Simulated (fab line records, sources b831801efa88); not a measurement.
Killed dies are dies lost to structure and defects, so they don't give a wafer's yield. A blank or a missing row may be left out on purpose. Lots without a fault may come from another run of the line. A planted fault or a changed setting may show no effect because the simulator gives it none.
One fault seen from 2 desks | flow sky130 | each desk has only its own numbers; what lay behind them comes last

THE METROLOGY DESK
What the gauges read, lot by lot, whatever tool the lot ran on: means of the sampled wafers that have a number. A lot is out of limits, marked OUT, if its mean lies more than 4 standard deviations from the usual mean; the brackets give that distance.
Columns: A = VIA1_HDPCVD_THK at SKY_VIA1_THK_MEAS_01, usual 1026 nm; B = VIA1_BOW at SKY_VIA1_BOW_MEAS_03, usual 80 um
lot  | first seen here | A    | B
L506 | day 32 10:31    | 1017 | 82
L508 | day 33 08:15    | 1012 | 80
L509 | day 33 15:34    | 1030 | 76
L514 | day 35 08:15    | 1002 | 76
L513 | day 35 08:56    | 1044 | 75
L512 | day 35 10:28    | 1019 | 76
L515 | day 35 22:29    | 1011 | 74
L517 | day 36 09:22    | 1017 | 83
L521 | day 37 14:01    | 1028 | 75
L525 | day 38 16:02    | 1030 | 77
L528 | day 39 15:14    | 1038 | 88
L529 | day 41 05:39    | 1050 | 80
This desk's finding: nothing out of limits on any of the 12 lots.

THE TOOL OWNER'S DESK: rie_metal-04
The tool's own readings at SKY_LOCAL_INTERCONNECT_ETCH_13 (etches BARC in N2/H2, stops on SiO2, time 45.9 s, target depth 60 nm): means of the sampled wafers that have a number, for each lot that ran on this tool. A lot is out of limits, marked OUT, if its mean lies more than 4 standard deviations from the usual mean; the brackets give that distance.
Columns: A = drypump_motor_current_A at SKY_LOCAL_INTERCONNECT_ETCH_13, usual 5.8 A; B = oes_product_au at SKY_LOCAL_INTERCONNECT_ETCH_13, usual 0.855 a.u.; C = run_length_s at SKY_LOCAL_INTERCONNECT_ETCH_13, usual 74.2 s; D = throttle_valve_pct at SKY_LOCAL_INTERCONNECT_ETCH_13, usual 13.225 %
lot  | first seen here | A   | B               | C               | D
L509 | day 31 03:52    | 6.2 | 0.855           | 74.5            | 13.222
L514 | day 32 22:23    | 6.3 | 0.854           | 74.9            | 13.220
L515 | day 33 13:35    | 6.2 | 0.851           | 74.7            | 13.235
L517 | day 34 01:08    | 6.2 | 0.851           | 74.1            | 13.225
L521 | day 35 06:12    | 6.2 | 0.668 (-43) OUT | 105.1 (+57) OUT | 13.207
L525 | day 36 08:49    | 6.2 | 0.666 (-43) OUT | 104.6 (+56) OUT | 13.201
This desk's finding: out of limits on L521, L525; first on L521, day 35 06:12 (oes_product_au at SKY_LOCAL_INTERCONNECT_ETCH_13). In limits: L509, L514, L515, L517.

PUT TOGETHER
The tool owner's desk could have raised an alarm at day 35 06:12, on L521, L525.
The metrology desk saw nothing out of limits.
The metrology desk has L521, L525 on record, within its limits.
Of the lots named, all ran SKY_LOCAL_INTERCONNECT_ETCH_13 on rie_metal-04.

WHAT THE SIMULATOR HAD PUT IN
Process parameter drift: rie_metal-04, from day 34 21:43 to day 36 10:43, at SKY_LOCAL_INTERCONNECT_ETCH_13. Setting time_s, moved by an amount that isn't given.
Lots struck among those shown: L521, L525.
Hours from the fault's start to each desk's first reading out of limits: the tool owner's desk, 8.
